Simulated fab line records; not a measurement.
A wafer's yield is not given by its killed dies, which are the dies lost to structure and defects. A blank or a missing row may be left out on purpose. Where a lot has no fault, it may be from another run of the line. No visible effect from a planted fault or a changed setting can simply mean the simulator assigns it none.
Chamber matching / flow gf180mcu / cmp-01 running GF_V1_CMP_04: 4 sister chambers
The step polishes SiO2. 14 wafers are shown with their chamber, then 7 later ones without.

## WAFERS, EACH WITH ITS CHAMBER
wafer=L764.2; chamber=2; motorCurrentA (A)=13.8; timeToEndpointS (s)=80
wafer=L764.3; chamber=0; motorCurrentA (A)=12.5; timeToEndpointS (s)=86
wafer=L764.4; chamber=3; motorCurrentA (A)=11.8; timeToEndpointS (s)=83
wafer=L766.2; chamber=1; motorCurrentA (A)=12.7; timeToEndpointS (s)=76
wafer=L766.3; chamber=2; motorCurrentA (A)=14.4; timeToEndpointS (s)=76
wafer=L766.4; chamber=0; motorCurrentA (A)=11.9; timeToEndpointS (s)=74
wafer=L770.1; chamber=1; motorCurrentA (A)=12.9; timeToEndpointS (s)=79
wafer=L770.2; chamber=3; motorCurrentA (A)=11.7; timeToEndpointS (s)=73
wafer=L770.3; chamber=0; motorCurrentA (A)=12.0; timeToEndpointS (s)=76
wafer=L773.1; chamber=3; motorCurrentA (A)=11.7; timeToEndpointS (s)=80
wafer=L773.3; chamber=0; motorCurrentA (A)=11.5; timeToEndpointS (s)=87
wafer=L773.6; chamber=3; motorCurrentA (A)=11.3; timeToEndpointS (s)=84
wafer=L782.1; chamber=1; motorCurrentA (A)=12.4; timeToEndpointS (s)=78
wafer=L782.3; chamber=3; motorCurrentA (A)=11.5; timeToEndpointS (s)=79

SIGNATURES (averages over the wafers above)
reading=motorCurrentA; chamber 0=11.975; chamber 1=12.667; chamber 2=14.100; chamber 3=11.600; scatter within a chamber=0.312
reading=timeToEndpointS; chamber 0=80.75; chamber 1=77.67; chamber 2=78.00; chamber 3=79.80; scatter within a chamber=4.71
Rule: distance of a wafer from a chamber = root of the sum over the readings of ((wafer's reading minus chamber's mean) / reading's scatter) squared. The wafer belongs to the nearest chamber; if the next one is less than 2 further off, it can't be placed. The scatter: take each reading less its chamber's mean, square it, sum over the shown wafers, divide by the number of wafers less the number of chambers, and take the root.

## WAFERS WITHOUT THEIR CHAMBER
wafer=L782.4; motorCurrentA (A)=11.2; timeToEndpointS (s)=82
wafer=L784.1; motorCurrentA (A)=13.3; timeToEndpointS (s)=80
wafer=L784.2; motorCurrentA (A)=12.8; timeToEndpointS (s)=78
wafer=L784.6; motorCurrentA (A)=12.5; timeToEndpointS (s)=87
wafer=L785.1; motorCurrentA (A)=13.5; timeToEndpointS (s)=81
wafer=L785.2; motorCurrentA (A)=11.3; timeToEndpointS (s)=83
wafer=L785.3; motorCurrentA (A)=12.6; timeToEndpointS (s)=81

## EACH ONE'S CHAMBER
wafer=L782.4; from the rows above=can't be placed: 3 or 0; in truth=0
wafer=L784.1; from the rows above=can't be placed: 1 or 2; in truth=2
wafer=L784.2; from the rows above=1; in truth=1
wafer=L784.6; from the rows above=can't be placed: 1 or 0 or 3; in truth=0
wafer=L785.1; from the rows above=can't be placed: 2 or 1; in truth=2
wafer=L785.2; from the rows above=can't be placed: 3 or 0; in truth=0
wafer=L785.3; from the rows above=can't be placed: 1 or 0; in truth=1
1 of 7 placed correctly. Can't be placed from these rows: 6 (the true chamber is among the candidates in 6). Wrongly placed: 0.
